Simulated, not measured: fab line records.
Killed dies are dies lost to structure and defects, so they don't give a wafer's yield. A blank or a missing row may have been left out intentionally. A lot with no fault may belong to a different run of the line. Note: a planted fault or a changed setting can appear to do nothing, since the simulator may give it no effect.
fab line records + flow sky130
record:
- lots: 15
- wafers: 45
- last-day: 50
route steps=708 shown VIA4@658 METAL5@667 PASSIVATION@682
lots that met no fault: taken from a fault-free run of the same line
start-h: start of the lot's first displayed wafer, in hours after the record's first day + wait-h: time in hours since the lot's previous step + " the same as in the row above + L1.1+2: a row that stands for several wafers + - either no value or no given start + * or withheld: withheld + < > ~ a bound
route shown NAME@n: NAME is a module with steps in the file, n the number in the route of the first one + usual: average and standard deviation across the fault-free wafers + same: alike in all rows + chamber/n: place in a boat + sites: the reading at each site + _std_site: the values' standard deviation + _edge_site: outer sites' mean less inner sites' + radius-mm: how far each site lies from the wafer's centre + mask NAME#n: copy n + behind: the most recent tool/chamber to have shaped the wafer + hold: why the lot went on hold/how many hours it stayed there/how the hold came to an end + device: which transistor (n, p or np) failed to switch + end of line: the route-end tests of the same wafers + a step given without rows: its recipe and nothing more + killed: count of dies lost to structure and defects at first sort (not the wafer's yield) + map: the dies of a wafer, with x for killed, . for not killed, _ for no die there
set.NAME: setting as actually run; set.NAME@STEP: the setting as run at that earlier step + model.NAME: the simulator's own value behind a step, which no gauge read
a sample of lots followed through the steps of the route, with each step as a table and each wafer as a row
== steps ==
step: SKY_VIA4_RS_MEAS_19
recipe:
- thk-meas-gauge: four-point-probe
- reads: W_of_VIA4_CVD_18+TiN_of_VIA4_SPUTTER_17
usual:
- VIA4_W_RS: 0.225/0.0052
| lot.wafer | tool          | chamber | start-h | wait-h | VIA4_W_RS[ohm/sq] |
|-----------|---------------|---------|---------|--------|-------------------|
| L290.1    | film-metro-03 | -       | 1002.49 | 0.1    | 0.227             |
| L290.2    | "             | -       | "       | "      | 0.226             |
| L290.6    | "             | -       | "       | "      | 0.227             |
| L291.2    | film-metro-03 | -       | 1014.44 | 0.1    | 0.225             |
| L291.3    | "             | -       | "       | "      | 0.226             |
| L291.4    | "             | -       | "       | "      | 0.228             |
| L292.4    | film-metro-02 | -       | 1021.87 | 0.1    | 0.225             |
| L292.5    | "             | -       | "       | "      | 0.221             |
| L292.6    | "             | -       | "       | "      | 0.224             |
| L294.3    | film-metro-02 | -       | 1036.47 | 0.1    | 0.226             |
| L294.5    | "             | -       | "       | "      | 0.226             |
| L294.6    | "             | -       | "       | "      | 0.223             |
| L295.1    | film-metro-02 | -       | 1044.38 | 0.1    | 0.229             |
| L295.4    | "             | -       | "       | "      | 0.217             |
| L295.6    | "             | -       | "       | "      | 0.217             |
| L296.1    | film-metro-02 | -       | 1051.69 | 0.1    | 0.224             |
| L296.3    | "             | -       | "       | "      | 0.225             |
| L296.5    | "             | -       | "       | "      | 0.223             |
| L301.2    | film-metro-02 | -       | 1083.33 | 0.1    | 0.222             |
| L301.3    | "             | -       | "       | "      | 0.228             |
| L301.4    | "             | -       | "       | "      | 0.227             |
| L302.3    | film-metro-02 | -       | 1085.92 | 0.1    | 0.218             |
| L302.4    | "             | -       | "       | "      | 0.229             |
| L302.6    | "             | -       | "       | "      | 0.221             |
| L303.2    | film-metro-01 | -       | 1089.96 | 0.1    | 0.216             |
| L303.3    | "             | -       | "       | "      | 0.217             |
| L303.5    | "             | -       | "       | "      | 0.226             |
| L304.3    | film-metro-02 | -       | 1094.51 | 0.1    | 0.229             |
| L304.5    | "             | -       | "       | "      | 0.223             |
| L304.6    | "             | -       | "       | "      | 0.230             |
| L309.2    | film-metro-03 | -       | 1124.52 | 0.1    | 0.227             |
| L309.3    | "             | -       | "       | "      | 0.227             |
| L309.5    | "             | -       | "       | "      | 0.227             |
| L310.3    | film-metro-02 | -       | 1131.19 | 0.1    | 0.216             |
| L310.5    | "             | -       | "       | "      | 0.213             |
| L310.6    | "             | -       | "       | "      | 0.225             |
| L311.1    | film-metro-01 | -       | 1137.46 | 0.1    | 0.216             |
| L311.2    | "             | -       | "       | "      | 0.227             |
| L311.6    | "             | -       | "       | "      | 0.228             |
| L312.1    | film-metro-01 | -       | 1148.10 | 0.1    | 0.216             |
| L312.3    | "             | -       | "       | "      | 0.217             |
| L312.5    | "             | -       | "       | "      | 0.228             |
| L313.2    | film-metro-01 | -       | 1149.82 | 0.1    | 0.213             |
| L313.3    | "             | -       | "       | "      | 0.215             |
| L313.5    | "             | -       | "       | "      | 0.217             |
step: SKY_METAL5_THK_MEAS_06
recipe:
- thk-meas-gauge: xrf
- reads: AlCu_of_METAL5_SPUTTER_02
usual:
- METAL5_ALCU_THK: 1152/16
| lot.wafer | tool          | chamber | start-h | wait-h | METAL5_ALCU_THK[nm] |
|-----------|---------------|---------|---------|--------|---------------------|
| L290.1    | film-metro-03 | -       | 1003.26 | 0.1    | 1131                |
| L290.2    | "             | -       | "       | "      | 1161                |
| L290.6    | "             | -       | "       | "      | 1149                |
| L291.2    | film-metro-02 | -       | 1015.20 | 0.1    | 1143                |
| L291.3    | "             | -       | "       | "      | 1136                |
| L291.4    | "             | -       | "       | "      | 1143                |
| L292.4    | film-metro-03 | -       | 1022.83 | 0.1    | 1166                |
| L292.5    | "             | -       | "       | "      | 1173                |
| L292.6    | "             | -       | "       | "      | 1171                |
| L294.3    | film-metro-02 | -       | 1037.22 | 0.1    | 1161                |
| L294.5    | "             | -       | "       | "      | 1168                |
| L294.6    | "             | -       | "       | "      | 1127                |
| L295.1    | film-metro-04 | -       | 1045.14 | 0.1    | 1138                |
| L295.4    | "             | -       | "       | "      | 1156                |
| L295.6    | "             | -       | "       | "      | 1165                |
| L296.1    | film-metro-03 | -       | 1052.45 | 0.1    | 1141                |
| L296.3    | "             | -       | "       | "      | 1176                |
| L296.5    | "             | -       | "       | "      | 1149                |
| L301.2    | film-metro-03 | -       | 1084.08 | 0.1    | 1107                |
| L301.3    | "             | -       | "       | "      | 1128                |
| L301.4    | "             | -       | "       | "      | 1115                |
| L302.3    | film-metro-04 | -       | 1086.67 | 0.1    | 1177                |
| L302.4    | "             | -       | "       | "      | 1161                |
| L302.6    | "             | -       | "       | "      | 1174                |
| L303.2    | film-metro-04 | -       | 1090.72 | 0.1    | 1129                |
| L303.3    | "             | -       | "       | "      | 1161                |
| L303.5    | "             | -       | "       | "      | 1141                |
| L304.3    | film-metro-03 | -       | 1095.41 | 0.1    | 1162                |
| L304.5    | "             | -       | "       | "      | 1145                |
| L304.6    | "             | -       | "       | "      | 1151                |
| L309.2    | film-metro-04 | -       | 1125.30 | 0.1    | 1175                |
| L309.3    | "             | -       | "       | "      | 1170                |
| L309.5    | "             | -       | "       | "      | 1175                |
| L310.3    | film-metro-04 | -       | 1131.94 | 0.1    | 1174                |
| L310.5    | "             | -       | "       | "      | 1146                |
| L310.6    | "             | -       | "       | "      | 1181                |
| L311.1    | film-metro-04 | -       | 1138.25 | 0.1    | 1153                |
| L311.2    | "             | -       | "       | "      | 1167                |
| L311.6    | "             | -       | "       | "      | 1158                |
| L312.1    | film-metro-02 | -       | 1148.86 | 0.1    | 1144                |
| L312.3    | "             | -       | "       | "      | 1135                |
| L312.5    | "             | -       | "       | "      | 1132                |
| L313.2    | film-metro-04 | -       | 1150.57 | 0.1    | 1171                |
| L313.3    | "             | -       | "       | "      | 1167                |
| L313.5    | "             | -       | "       | "      | 1163                |
step: SKY_PASSIVATION_THK_MEAS_01
recipe:
- reads: SiO2_of_PASSIVATION_CVD_00
usual:
- PASSIVATION_CVD_00_THK: 90.1/1.4
| lot.wafer | tool          | chamber | start-h | wait-h | PASSIVATION_CVD_00_THK[nm] |
|-----------|---------------|---------|---------|--------|----------------------------|
| L290.1    | film-metro-03 | -       | 1027.28 | -      | 89.6                       |
| L290.2    | "             | -       | "       | "      | 90.4                       |
| L290.6    | "             | -       | "       | "      | 92.1                       |
| L291.2    | film-metro-04 | -       | 1038.49 | -      | 90.6                       |
| L291.3    | "             | -       | "       | "      | 90.5                       |
| L291.4    | "             | -       | "       | "      | 90.8                       |
| L292.4    | film-metro-04 | -       | 1046.73 | -      | 91.8                       |
| L292.5    | "             | -       | "       | "      | 91.1                       |
| L292.6    | "             | -       | "       | "      | 91.6                       |
| L294.3    | film-metro-03 | -       | 1059.44 | -      | 90.0                       |
| L294.5    | "             | -       | "       | "      | 90.3                       |
| L294.6    | "             | -       | "       | "      | 89.8                       |
| L295.1    | film-metro-01 | -       | 1067.19 | -      | 90.4                       |
| L295.4    | "             | -       | "       | "      | 90.3                       |
| L295.6    | "             | -       | "       | "      | 90.5                       |
| L296.1    | film-metro-04 | -       | 1074.67 | -      | 89.5                       |
| L296.3    | "             | -       | "       | "      | 90.5                       |
| L296.5    | "             | -       | "       | "      | 89.8                       |
| L301.2    | film-metro-04 | -       | 1104.88 | -      | 89.1                       |
| L301.3    | "             | -       | "       | "      | 88.9                       |
| L301.4    | "             | -       | "       | "      | 90.2                       |
| L302.3    | film-metro-04 | -       | 1107.99 | -      | 89.1                       |
| L302.4    | "             | -       | "       | "      | 90.0                       |
| L302.6    | "             | -       | "       | "      | 89.5                       |
| L303.2    | film-metro-01 | -       | 1111.58 | -      | 90.5                       |
| L303.3    | "             | -       | "       | "      | 89.4                       |
| L303.5    | "             | -       | "       | "      | 90.4                       |
| L304.3    | film-metro-04 | -       | 1116.79 | -      | 90.2                       |
| L304.5    | "             | -       | "       | "      | 90.7                       |
| L304.6    | "             | -       | "       | "      | 90.8                       |
| L309.2    | film-metro-04 | -       | 1144.48 | -      | 89.6                       |
| L309.3    | "             | -       | "       | "      | 91.1                       |
| L309.5    | "             | -       | "       | "      | 90.8                       |
| L310.3    | film-metro-03 | -       | 1151.42 | -      | 89.9                       |
| L310.5    | "             | -       | "       | "      | 91.4                       |
| L310.6    | "             | -       | "       | "      | 88.6                       |
| L311.1    | film-metro-03 | -       | 1157.61 | -      | 90.7                       |
| L311.2    | "             | -       | "       | "      | 91.6                       |
| L311.6    | "             | -       | "       | "      | 91.4                       |
| L312.1    | film-metro-03 | -       | 1167.13 | -      | 89.6                       |
| L312.3    | "             | -       | "       | "      | 91.2                       |
| L312.5    | "             | -       | "       | "      | 92.3                       |
| L313.2    | film-metro-01 | -       | 1169.17 | -      | 87.3                       |
| L313.3    | "             | -       | "       | "      | 88.6                       |
| L313.5    | "             | -       | "       | "      | 88.8                       |
step: SKY_PASSIVATION_DEVELOP_10
recipe:
- develop-time-s: 60
- dev-temp-c: 23
usual:
- chill-plate-temp-C: 23.00/0.11
- develop-time-s: 60/0
| lot.wafer | tool           | chamber | start-h | wait-h | chill-plate-temp-C | develop-time-s |
|-----------|----------------|---------|---------|--------|--------------------|----------------|
| L290.1    | litho-track-01 | 0       | 1050    | -      | 23.05              | 60             |
| L290.2    | "              | 0       | "       | "      | 23.02              | 60             |
| L290.6    | "              | 0       | "       | "      | 23.01              | 60             |
| L291.2    | litho-track-01 | 0       | 1060    | -      | 23.13              | 60             |
| L291.3    | "              | 0       | "       | "      | 22.96              | 60             |
| L291.4    | "              | 0       | "       | "      | 23.12              | 60             |
| L292.4    | litho-track-03 | 0       | 1067    | -      | 23.05              | 60             |
| L292.5    | "              | 0       | "       | "      | 22.91              | 60             |
| L292.6    | "              | 0       | "       | "      | 23.00              | 60             |
| L294.3    | litho-track-01 | 0       | 1080    | -      | 23.12              | 60             |
| L294.5    | "              | 0       | "       | "      | 23.17              | 60             |
| L294.6    | "              | 0       | "       | "      | 23.04              | 60             |
| L295.1    | litho-track-04 | 0       | 1087    | -      | 23.00              | 60             |
| L295.4    | "              | 0       | "       | "      | 23.03              | 60             |
| L295.6    | "              | 0       | "       | "      | 23.03              | 60             |
| L296.1    | litho-track-03 | 0       | 1095    | -      | 22.91              | 60             |
| L296.3    | "              | 0       | "       | "      | 22.97              | 60             |
| L296.5    | "              | 0       | "       | "      | 22.98              | 60             |
| L301.2    | litho-track-04 | 0       | 1124    | -      | 22.88              | 60             |
| L301.3    | "              | 0       | "       | "      | 22.94              | 60             |
| L301.4    | "              | 0       | "       | "      | 23.14              | 60             |
| L302.3    | litho-track-04 | -       | 1127    | -      | -                  | -              |
| L302.4    | "              | -       | "       | "      | -                  | -              |
| L302.6    | "              | -       | "       | "      | -                  | -              |
| L303.2    | litho-track-01 | -       | 1130    | -      | -                  | -              |
| L303.3    | "              | -       | "       | "      | -                  | -              |
| L303.5    | "              | -       | "       | "      | -                  | -              |
| L304.3    | litho-track-03 | -       | 1136    | -      | -                  | -              |
| L304.5    | "              | -       | "       | "      | -                  | -              |
| L304.6    | "              | -       | "       | "      | -                  | -              |
| L309.2    | litho-track-03 | 0       | 1162    | -      | 23.26              | 60             |
| L309.3    | "              | 0       | "       | "      | 23.19              | 60             |
| L309.5    | "              | 0       | 1163    | -      | 23.03              | 60             |
| L310.3    | litho-track-03 | 0       | 1168    | -      | 22.87              | 60             |
| L310.5    | "              | 0       | "       | "      | 23.06              | 60             |
| L310.6    | "              | 0       | "       | "      | 22.81              | 60             |
| L311.1    | litho-track-04 | 0       | 1174    | -      | 22.92              | 60             |
| L311.2    | "              | 0       | "       | "      | 22.82              | 60             |
| L311.6    | "              | 0       | "       | "      | 22.87              | 60             |
| L312.1    | litho-track-01 | 0       | 1183    | -      | 22.99              | 60             |
| L312.3    | "              | 0       | "       | "      | 22.92              | 60             |
| L312.5    | "              | 0       | "       | "      | 22.99              | 60             |
| L313.2    | litho-track-04 | 0       | 1185    | -      | 23.06              | 60             |
| L313.3    | "              | 0       | "       | "      | 23.08              | 60             |
| L313.5    | "              | 0       | "       | "      | 23.06              | 60             |
== key ==
first-sign:
- step: SKY_PASSIVATION_DEVELOP_10
- reading: tool-record
- direction: missing
effect none on later readings
met-at SKY_PASSIVATION_DEVELOP_10
struck-lots L302,L303,L304
later-rows-left-out L302.3,L302.4,L302.6,L303.2,L303.3,L303.5,L304.3,L304.5,L304.6
sort-left-out L302.3,L302.4,L302.6,L303.2,L303.3,L303.5,L304.3,L304.5,L304.6
not-acting-at SKY_VIA4_RS_MEAS_19,SKY_METAL5_THK_MEAS_06,SKY_PASSIVATION_THK_MEAS_01
onset-between 1124 1127
fault:
- kind: skipped-step-whole
- tool: litho-track-01,litho-track-03,litho-track-04
- chamber: -
- onset-h: 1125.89
- steps: SKY_PASSIVATION_DEVELOP_10
- scope: struck-lots-only
sort-left-out: the simulated sort isn't trusted on such a fault, so these wafers' sort isn't shown, and their yield isn't known
later-rows-left-out: the simulator's readings of these wafers behind a module that went badly wrong aren't trusted and aren't shown, but for the sort
